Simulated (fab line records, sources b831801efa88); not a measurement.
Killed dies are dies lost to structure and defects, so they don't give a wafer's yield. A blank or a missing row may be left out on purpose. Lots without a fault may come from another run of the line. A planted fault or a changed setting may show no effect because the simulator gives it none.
Chamber matching | flow sky130 | SKY_LI_CONTACT_ETCH_15 on rie_diel-03: 4 sister chambers
The step etches PSG in C4F8/O2/Ar, stops on Si, target depth 600 nm. 8 wafers are shown with their chamber, then 7 later ones without.

WAFERS WITH THEIR CHAMBER
wafer  | chamber | rf_fwd_power_W (W) | oes_product_au (a.u.)
L077.6 | 2       | 1497               | 0.833
L080.5 | 3       | 1486               | 0.847
L080.6 | 0       | 1493               | 0.845
L086.3 | 2       | 1485               | 0.842
L086.4 | 1       | 1494               | 0.835
L086.5 | 0       | 1500               | 0.837
L089.2 | 1       | 1485               | 0.843
L089.5 | 3       | 1488               | 0.828

WAFERS WITHOUT THEIR CHAMBER
wafer  | rf_fwd_power_W (W) | oes_product_au (a.u.)
L089.6 | 1498               | 0.844
L095.2 | 1491               | 0.841
L095.4 | 1491               | 0.839
L095.5 | 1487               | 0.844
L097.3 | 1494               | 0.846
L097.5 | 1497               | 0.841
L097.6 | 1495               | 0.834

WHICH CHAMBER EACH WENT THROUGH
wafer  | from the rows above               | in truth
L089.6 | can't be placed: 0 or 2 or 1 or 3 | 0
L095.2 | can't be placed: 1 or 2 or 3 or 0 | 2
L095.4 | can't be placed: 2 or 1 or 3 or 0 | 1
L095.5 | can't be placed: 1 or 3 or 2 or 0 | 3
L097.3 | can't be placed: 0 or 1 or 2 or 3 | 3
L097.5 | can't be placed: 0 or 2 or 1 or 3 | 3
L097.6 | can't be placed: 2 or 0 or 1 or 3 | 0
Placed correctly: 0 of 7. Can't be placed from these rows: 7 (the true chamber is among the candidates in 7). Placed wrongly: 0.
How it was worked out, from the rows above alone: a wafer's distance from a chamber is the root of the sum, over the readings, of the square of ((its reading less the chamber's mean) divided by the reading's scatter). The wafer belongs to the nearest chamber; if the next one is less than 2 further off, it can't be placed. A chamber's mean is the mean of its shown wafers. The scatter: the root of (the sum of the squares of (reading less its chamber's mean) over the shown wafers, divided by (wafers less chambers)).
